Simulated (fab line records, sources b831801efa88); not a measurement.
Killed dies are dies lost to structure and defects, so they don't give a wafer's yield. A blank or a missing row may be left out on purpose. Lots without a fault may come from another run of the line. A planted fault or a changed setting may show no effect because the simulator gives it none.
Which tool did it? | flow gf180mcu | 11 lots, 33 wafers sampled, at 3 steps of a route of 602

WHAT THE GAUGES READ, wafer by wafer
GF_M3_CD_MEAS_14: target cd 280 nm.
lot  | measured     | on        | cd_nm (nm)
L570 | day 22 03:26 | cd_sem-02 | 279.4 278.5 277.4
L571 | day 22 10:27 | cd_sem-02 | 281.3 280.3 281.6
L574 | day 23 11:59 | cd_sem-02 | 279.3 279.8 279.3
L575 | day 24 00:10 | cd_sem-01 | 280.6 281.0 280.3
L577 | day 24 20:29 | cd_sem-02 | 280.0 280.4 280.6
L578 | day 25 01:24 | cd_sem-02 | 278.1 279.9 278.7
L581 | day 26 00:32 | cd_sem-02 | 282.7 281.5 280.5
L582 | day 26 03:48 | cd_sem-02 | 279.8 277.9 279.4
L584 | day 26 19:32 | cd_sem-01 | 281.3 281.2 281.0
L588 | day 27 21:29 | cd_sem-02 | 279.6 278.5 279.7
L589 | day 28 09:29 | cd_sem-01 | 280.7 280.8 280.9

GF_PASSIVATION_THK_MEAS_01.
lot  | measured     | on            | PASSIVATION_CVD_00_THK (nm)
L570 | day 28 19:32 | film_metro-02 | 998 1005 1008
L571 | day 29 00:53 | film_metro-03 | 987 994 1002
L574 | day 29 21:20 | film_metro-03 | 982 991 995
L575 | day 30 07:04 | film_metro-01 | 998 996 1005
L577 | day 31 01:42 | film_metro-02 | 1009 1005 1006
L578 | day 31 04:08 | film_metro-03 | 992 996 1022
L581 | day 32 00:56 | film_metro-02 | 999 985 1015
L582 | day 32 03:05 | film_metro-02 | 979 986 1006
L584 | day 32 15:08 | film_metro-03 | 990 978 1001
L588 | day 33 14:02 | film_metro-03 | 1011 1020 1013
L589 | day 33 21:16 | film_metro-03 | 1001 1006 1020

WHICH TOOL RAN EACH LOT (tool, then ch and the chambers of the sampled wafers, then the start)
lot  | GF_M1_SPUTTER_04
L570 | pvd_sputter-03, day 16 22:10
L571 | pvd_sputter-04, day 17 05:14
L574 | pvd_sputter-01, day 18 07:08
L575 | pvd_sputter-03, day 18 22:17
L577 | pvd_sputter-04, day 19 17:58
L578 | pvd_sputter-04, day 19 23:34
L581 | pvd_sputter-01, day 21 01:55
L582 | pvd_sputter-01, day 21 05:20
L584 | pvd_sputter-01, day 21 21:58
L588 | pvd_sputter-03, day 23 06:05
L589 | pvd_sputter-01, day 23 19:25
- GF_M1_SPUTTER_04: material TiN, target thk 50 nm, time 41.7 s.

WHAT THE TOOLS THEMSELVES READ (means of the sampled wafers that have a number; where no wafer has one, the mark that the record gives instead)
GF_M1_SPUTTER_04.
lot  | tool           | throttle_valve_pct (%)
L570 | pvd_sputter-03 | 30.0
L571 | pvd_sputter-04 | 30.1
L574 | pvd_sputter-01 | 29.7
L575 | pvd_sputter-03 | 30.8
L577 | pvd_sputter-04 | 30.3
L578 | pvd_sputter-04 | 29.7
L581 | pvd_sputter-01 | 29.9
L582 | pvd_sputter-01 | 30.2
L584 | pvd_sputter-01 | 30.0
L588 | pvd_sputter-03 | 30.8
L589 | pvd_sputter-01 | 29.8

THE ANSWER, worked out from the rows above alone
Rule: what is usual is taken from the lots themselves. Put in order of their means at a reading, lots are off if they are a third of the lots or fewer, leave a main group of 4 or more, and stand apart from it by a gap of 3 or more times the standard deviation of the main group's means; of several such gaps the widest counts. A main group whose means are all the same, to the digits that the tables above print for the reading, isn't used. A lot without any number at a reading at which 4 lots or more have one is off too. The other lots that the step has rows for count as sound. The gauges are gone through in route order, then the tools' own readings, and for those a lot's mean is taken as printed above. The first step at which some lot is off is used, and at that step the reading that is off furthest; a lot without a number counts as furthest.
No lot is off at any reading shown: from this, nothing can be told.

WHAT THE SIMULATOR HAD PUT IN
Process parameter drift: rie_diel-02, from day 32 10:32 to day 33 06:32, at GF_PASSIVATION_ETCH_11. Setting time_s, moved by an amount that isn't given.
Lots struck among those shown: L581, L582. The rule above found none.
